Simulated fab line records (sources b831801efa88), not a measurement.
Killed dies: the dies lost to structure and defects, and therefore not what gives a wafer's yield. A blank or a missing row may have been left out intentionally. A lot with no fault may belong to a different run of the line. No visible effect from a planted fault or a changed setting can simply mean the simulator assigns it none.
Comparing a struck lot with a sound one :: flow sky130 :: 16 steps out of a route of 708
Sound: these wafers, L221.1, L221.2, L221.4. Wafers L228.1, L228.4, L228.5 were the ones struck. The cause is given at the end.
Each step with rows lists, per side, the tool, then ch with its chambers, then its first start. Under that, the readings that differ: sound wafers :: struck wafers :: difference of the means :: sigmas: that difference in standard deviations of wafers without a fault.
alike: same words and numbers on both sides, and readings whose means sit less than 2 such deviations apart. not compared: any withheld reading, any reading some wafer has no value for, any bound like >300 that may hide the same value, and any number with overlapping values for which the record gives no deviation.
A row with sigmas, a row that says differs or no value, or rows on one side alone: a step with any of these is where the two part. Non-overlapping numbers with no deviation appear without sigmas and do not part them. A reading missing from all wafers of one side parts the sides only when that side holds two or more wafers.

SKY_GATE_OXIDE_TW_MEAS_14:
  struck on film metro-03, day 19 05:33; sound on film metro-04, day 16 15:36
  alike: GATE_OXIDE_TW
then, 3 steps without rows for these wafers: SKY_GATE_OXIDE_CLEAN_15 (cleans in SC1/SC2, time 150 s); SKY_GATE_OXIDE_OXIDATION_16 (stabilise 600 s, purge 300 s, target thk 3.57 nm); SKY_POLY_GATE_CVD_00 (deposits poly-Si, target thk 180 nm, time 720 s).
SKY_POLY_GATE_THK_MEAS_01:
  struck on film metro-01, day 19 09:14; sound on film metro-02, day 16 20:43
reading: POLY_GATE_CVD_00_THK (nm)
sound: 178.9 177.8 177.9
struck: 183.6 182.2 184.4
difference: +5.2
sigmas: +3
then, 7 steps without rows for these wafers: SKY_RES_PROTECT_DEHYDRATE_00 (time 60 s); SKY_RES_PROTECT_HMDS_01 (prime time 60 s); SKY_RES_PROTECT_COAT_02 (resist thk 1140 nm); SKY_RES_PROTECT_SOFTBAKE_03 (time 60 s); SKY_RES_PROTECT_EXPOSE_04 (exposes mask RPM, target cd 1270 nm); SKY_RES_PROTECT_PEB_05; SKY_RES_PROTECT_DEVELOP_06 (develop time 60 s).
SKY_POLY_GATE_IMPLANT_02:
  sound on implanter-01 ch 0, day 18 02:38; struck on implanter-04 ch 0, day 20 16:04
reading: beam on s (s)
sound: 30.7 29.2 29.9
struck: 65.8 68.5 67.8
difference: +37.4
sigmas: +14

reading: dose ions cm2
sound: 7.695e+15 7.688e+15 7.702e+15
struck: 1.4455e+16 1.4461e+16 1.4447e+16
difference: +6.7593e+15
sigmas: +99 or more

reading: end station pressure torr (Torr)
sound: 1.26e-05 1.3e-05 1.32e-05
struck: 8.3e-06 8.3e-06 8.1e-06
difference: -4.7e-06
sigmas: -5

reading: faraday current uA
sound: 13758 14491 14173
struck: 12231 11703 11860
difference: -2209
sigmas: -2
SKY_RES_PROTECT_STRIP_07: strips in O2/N2.
  sound on plasma asher-04 ch 0,1, day 18 02:47; struck on plasma asher-04 ch 0,1, day 20 16:13
reading: oes product au (a.u.)
sound: 0.521 0.516 0.519
struck: 0.496 0.495 0.497
difference: -0.023
sigmas: -5

reading: strip time to endpoint s (s)
sound: 23.22 23.22 23.23
struck: 25.09 25.05 25.05
difference: +1.84
sigmas: +46
  alike: drypump motor current A
  not compared: rf hours counter h
SKY_RES_PROTECT_TW_MEAS_08:
  struck on film metro-04, day 20 16:19; sound on film metro-02, day 18 02:53
reading: POLY_GATE_TW
sound: 3985 3994 3998
struck: 4072 4078 4099
difference: +91
sigmas: +3
-- the record jumps here: 29 days lie between the struck wafers' starts before and after (it left off in module RES_PROTECT and takes up again in module PAD_OPEN, whose first step shown is number 708 of the route) --
SKY_PAD_OPEN_PROBE_99:
  struck on prober-01, day 50 00:10; sound on prober-01, day 47 22:44
reading: killed at contacts
sound: 33 34 31
struck: 21 15 19
difference: -14
sigmas: -3

reading: model.etest.res poly.line ohm um
sound: 535.5 545.7 528.3
struck: 372.6 363 377.7
difference: -165.4
sigmas: 

reading: model.etest.licon poly.rc ohm
sound: 156.6 149 141.2
struck: 106.7 101.4 104.1
difference: -44.9
sigmas: 

reading: model.etest.res poly.rs ohm sq
sound: 48.94 49.09 48.74
struck: 35.88 35.57 35.13
difference: -13.40
sigmas: 
  alike: killed_at_M0_to_M3, killed_at_M4_up, killed at front end, killed at other, killed dies, killed open, killed short

WHERE THEY PART
Last at SKY_PAD_OPEN_PROBE_99 as far as this record goes, first at SKY_POLY_GATE_THK_MEAS_01.

WHY: the cause the simulator had injected
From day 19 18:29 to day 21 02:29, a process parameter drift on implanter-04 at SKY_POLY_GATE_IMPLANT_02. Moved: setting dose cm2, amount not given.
